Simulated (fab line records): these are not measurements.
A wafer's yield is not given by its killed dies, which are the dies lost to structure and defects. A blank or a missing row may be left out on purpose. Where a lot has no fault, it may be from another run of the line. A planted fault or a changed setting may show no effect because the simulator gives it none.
Which tool was responsible? :: flow gf180mcu :: 13 lots with 35 wafers sampled at 5 steps, on a route of 602 steps

WHAT THE GAUGES SHOWED, per wafer
GF_V1_THK_MEAS_25: measures by xrf. Usual: V1_W_THK 344 nm, standard deviation 4.5.
lot: L846
measured: day 18 03:44
on: film-metro-04
V1_W_THK (nm): 337 343 339
flag: 

lot: L848
measured: day 18 21:43
on: film-metro-01
V1_W_THK (nm): 350 348 350
flag: 

lot: L851
measured: day 20 06:00
on: film-metro-03
V1_W_THK (nm): 349 347 344
flag: 

lot: L852
measured: day 20 18:30
on: film-metro-03
V1_W_THK (nm): 342 341 351
flag: 

lot: L854
measured: day 21 09:16
on: film-metro-04
V1_W_THK (nm): 347 342 345
flag: 

lot: L857
measured: day 22 20:38
on: film-metro-03
V1_W_THK (nm): 349 348 349
flag: 

lot: L860
measured: day 23 16:05
on: film-metro-01
V1_W_THK (nm): 349 351 346
flag: 

lot: L861
measured: day 24 03:09
on: film-metro-03
V1_W_THK (nm): 342 341 338
flag: 

lot: L862
measured: day 24 09:52
on: film-metro-04
V1_W_THK (nm): 346 344 337
flag: 

lot: L864
measured: day 24 22:19
on: film-metro-01
V1_W_THK (nm): 350 349 348
flag: 

lot: L865
measured: day 25 01:46
on: film-metro-04
V1_W_THK (nm): 345
flag: 

lot: L866
measured: day 25 10:36
on: film-metro-01
V1_W_THK (nm): 338 339 342
flag: 

lot: L867
measured: day 25 16:41
on: film-metro-04
V1_W_THK (nm): 348
flag: 

GF_M2_RS_MEAS_05: a four-point-probe measurement. Usual: M2_ALCU_RS 0.0701 ohm/sq, standard deviation 0.00088.
lot: L846
measured: day 18 04:20
on: film-metro-01
M2_ALCU_RS (ohm/sq): 0.0708 0.0694 0.0695
flag: 

lot: L848
measured: day 18 22:19
on: film-metro-02
M2_ALCU_RS (ohm/sq): 0.0697 0.0708 0.0699
flag: 

lot: L851
measured: day 20 06:35
on: film-metro-02
M2_ALCU_RS (ohm/sq): 0.0693 0.0703 0.0704
flag: 

lot: L852
measured: day 20 19:13
on: film-metro-03
M2_ALCU_RS (ohm/sq): 0.0706 0.0714 0.0708
flag: 

lot: L854
measured: day 21 09:52
on: film-metro-01
M2_ALCU_RS (ohm/sq): 0.0689 0.0703 0.0704
flag: 

lot: L857
measured: day 22 21:13
on: film-metro-03
M2_ALCU_RS (ohm/sq): 0.0711 0.0702 0.0681
flag: 

lot: L860
measured: day 23 16:40
on: film-metro-03
M2_ALCU_RS (ohm/sq): 0.0685 0.0702 0.0700
flag: 

lot: L861
measured: day 24 03:46
on: film-metro-03
M2_ALCU_RS (ohm/sq): 0.0700 0.0705 0.0689
flag: 

lot: L862
measured: day 24 10:38
on: film-metro-02
M2_ALCU_RS (ohm/sq): 0.0708 0.0707 0.0709
flag: 

lot: L864
measured: day 24 22:55
on: film-metro-02
M2_ALCU_RS (ohm/sq): 0.0697 0.0701 0.0702
flag: 

lot: L865
measured: day 25 02:23
on: film-metro-02
M2_ALCU_RS (ohm/sq): 0.0716
flag: 

lot: L866
measured: day 25 11:11
on: film-metro-03
M2_ALCU_RS (ohm/sq): 0.0703 0.0701 0.0703
flag: 

lot: L867
measured: day 25 17:19
on: film-metro-01
M2_ALCU_RS (ohm/sq): 0.0699
flag: 

GF_V3_RS_MEAS_24: a four-point-probe measurement. Usual: V3_W_RS 0.324 ohm/sq, standard deviation 0.0061.
lot: L846
measured: day 22 11:43
on: film-metro-03
V3_W_RS (ohm/sq): 0.325 0.322 0.322
flag: 

lot: L848
measured: day 23 04:13
on: film-metro-03
V3_W_RS (ohm/sq): 0.317 0.316 0.329
flag: 

lot: L851
measured: day 24 10:04
on: film-metro-01
V3_W_RS (ohm/sq): 0.331 0.316 0.329
flag: 

lot: L852
measured: day 24 21:19
on: film-metro-01
V3_W_RS (ohm/sq): 0.324 0.322 0.329
flag: 

lot: L854
measured: day 25 09:56
on: film-metro-03
V3_W_RS (ohm/sq): 0.324 0.323 0.320
flag: 

lot: L857
measured: day 26 16:40
on: film-metro-01
V3_W_RS (ohm/sq): 0.338 0.337 0.321
flag: 

lot: L860
measured: day 27 11:32
on: film-metro-01
V3_W_RS (ohm/sq): 0.317 0.327 0.327
flag: 

lot: L861
measured: day 27 21:16
on: film-metro-03
V3_W_RS (ohm/sq): 0.321 0.329 0.326
flag: 

lot: L862
measured: day 28 02:51
on: film-metro-01
V3_W_RS (ohm/sq): 0.316 0.332 0.315
flag: 

lot: L864
measured: day 28 13:14
on: film-metro-01
V3_W_RS (ohm/sq): 0.331 0.322 0.316
flag: 

lot: L865
measured: day 28 18:16
on: film-metro-03
V3_W_RS (ohm/sq): 0.365
flag: OFF

lot: L866
measured: day 29 03:15
on: film-metro-03
V3_W_RS (ohm/sq): 0.366 0.319 0.364
flag: OFF

lot: L867
measured: day 29 07:40
on: film-metro-01
V3_W_RS (ohm/sq): 0.364
flag: OFF

GF_V3_THK_MEAS_25: measures by xrf. Usual: V3_W_THK 346 nm, standard deviation 6.4.
lot: L846
measured: day 22 11:49
on: film-metro-03
V3_W_THK (nm): 347 352 350
flag: 

lot: L848
measured: day 23 04:19
on: film-metro-03
V3_W_THK (nm): 354 353 340
flag: 

lot: L851
measured: day 24 10:11
on: film-metro-01
V3_W_THK (nm): 343 359 344
flag: 

lot: L852
measured: day 24 21:26
on: film-metro-01
V3_W_THK (nm): 349 351 345
flag: 

lot: L854
measured: day 25 10:02
on: film-metro-03
V3_W_THK (nm): 343 349 347
flag: 

lot: L857
measured: day 26 16:47
on: film-metro-01
V3_W_THK (nm): 335 336 350
flag: 

lot: L860
measured: day 27 11:38
on: film-metro-01
V3_W_THK (nm): 352 341 343
flag: 

lot: L861
measured: day 27 21:21
on: film-metro-03
V3_W_THK (nm): 346 340 345
flag: 

lot: L862
measured: day 28 02:57
on: film-metro-01
V3_W_THK (nm): 357 339 358
flag: 

lot: L864
measured: day 28 13:20
on: film-metro-01
V3_W_THK (nm): 342 351 356
flag: 

lot: L865
measured: day 28 18:21
on: film-metro-03
V3_W_THK (nm): 307
flag: OFF

lot: L866
measured: day 29 03:22
on: film-metro-03
V3_W_THK (nm): 307 349 307
flag: OFF

lot: L867
measured: day 29 07:44
on: film-metro-01
V3_W_THK (nm): 310
flag: OFF

EACH LOT AND THE TOOL THAT RAN IT (in order: tool; ch and the chambers of the sampled wafers; start)
lot: L846
GF_V3_CVD_23: cvd-w-02 ch 0,1, day 22 11:37

lot: L848
GF_V3_CVD_23: cvd-w-01 ch 0,1, day 23 04:05

lot: L851
GF_V3_CVD_23: cvd-w-01 ch 0,1, day 24 09:57

lot: L852
GF_V3_CVD_23: cvd-w-02 ch 0,1, day 24 21:12

lot: L854
GF_V3_CVD_23: cvd-w-02 ch 0,1, day 25 09:49

lot: L857
GF_V3_CVD_23: cvd-w-01 ch 0,1, day 26 16:33

lot: L860
GF_V3_CVD_23: cvd-w-02 ch 0,1, day 27 11:24

lot: L861
GF_V3_CVD_23: cvd-w-02 ch 0,1, day 27 21:07

lot: L862
GF_V3_CVD_23: cvd-w-01 ch 0,1, day 28 02:44

lot: L864
GF_V3_CVD_23: cvd-w-01 ch 0,1, day 28 13:07

lot: L865
GF_V3_CVD_23: cvd-w-01 ch 0, day 28 18:09

lot: L866
GF_V3_CVD_23: cvd-w-01 ch 0,1, day 29 03:07

lot: L867
GF_V3_CVD_23: cvd-w-01 ch 0, day 29 07:31
- GF_V3_CVD_23: deposits W, target thk 350 nm, time 104.9 s.

WHAT THE TOOLS THEMSELVES READ (means of the sampled wafers that have a number; where no wafer has one, the mark that the record gives instead)
GF_V3_CVD_23. Usual: chamber-pressure-Torr 40.01 Torr, standard deviation 0.079; heater-power-w 846 W, standard deviation 65.
lot: L846
tool: cvd-w-02
chamber-pressure-Torr (Torr): 40.08
heater-power-w (W): 768
flag: 

lot: L848
tool: cvd-w-01
chamber-pressure-Torr (Torr): 39.96
heater-power-w (W): 873
flag: 

lot: L851
tool: cvd-w-01
chamber-pressure-Torr (Torr): 40.10
heater-power-w (W): 891
flag: 

lot: L852
tool: cvd-w-02
chamber-pressure-Torr (Torr): 39.87
heater-power-w (W): 770
flag: 

lot: L854
tool: cvd-w-02
chamber-pressure-Torr (Torr): 40.08
heater-power-w (W): 813
flag: 

lot: L857
tool: cvd-w-01
chamber-pressure-Torr (Torr): 40.00
heater-power-w (W): 903
flag: 

lot: L860
tool: cvd-w-02
chamber-pressure-Torr (Torr): 40.02
heater-power-w (W): 827
flag: 

lot: L861
tool: cvd-w-02
chamber-pressure-Torr (Torr): 40.08
heater-power-w (W): 779
flag: 

lot: L862
tool: cvd-w-01
chamber-pressure-Torr (Torr): 39.98
heater-power-w (W): 882
flag: 

lot: L864
tool: cvd-w-01
chamber-pressure-Torr (Torr): 40.01
heater-power-w (W): 881
flag: 

lot: L865
tool: cvd-w-01
chamber-pressure-Torr (Torr): 33.02
heater-power-w (W): 881
flag: OFF

lot: L866
tool: cvd-w-01
chamber-pressure-Torr (Torr): 35.23
heater-power-w (W): 897
flag: OFF

lot: L867
tool: cvd-w-01
chamber-pressure-Torr (Torr): 32.88
heater-power-w (W): 906
flag: OFF

THE ANSWER, worked out from the rows above alone
Rule: take the mean of a lot's wafers that have a number; if it is more than 3 standard deviations from the usual mean, the lot is off. A lot without any number at a reading at which 4 lots or more have one is off too. All remaining lots with rows at the step are treated as sound. First the gauges in route order, then the tools' own readings, where a lot's mean is used as printed above. The first step at which some lot is off is used, and at that step the reading that is off furthest; a lot without a number counts as furthest.
Off: L865, L866, L867, at GF_V3_RS_MEAS_24 (V3_W_RS).
A tool fits if, at a process step before that reading, it ran every lot that is off, and no sound lot after the first of them. Not tried: the gauges at GF_V3_RS_MEAS_24; whatever is off there is also off at GF_V3_CVD_23, on other tools, and gauge error can't account for it. One fits: cvd-w-01 at GF_V3_CVD_23. A fault onset in the window from L864 (day 28 13:07, its last sound lot) to L865 (day 28 18:09, its first lot off) fits.
The tool's own readings at GF_V3_CVD_23 bear it out: on the lots that are off they differ by more than 5 times the standard deviation of the sound lots' means. chamber-pressure-Torr reads 33.71 Torr there against 40.02 Torr on the sound lots.

WHAT THE SIMULATOR HAD PUT IN
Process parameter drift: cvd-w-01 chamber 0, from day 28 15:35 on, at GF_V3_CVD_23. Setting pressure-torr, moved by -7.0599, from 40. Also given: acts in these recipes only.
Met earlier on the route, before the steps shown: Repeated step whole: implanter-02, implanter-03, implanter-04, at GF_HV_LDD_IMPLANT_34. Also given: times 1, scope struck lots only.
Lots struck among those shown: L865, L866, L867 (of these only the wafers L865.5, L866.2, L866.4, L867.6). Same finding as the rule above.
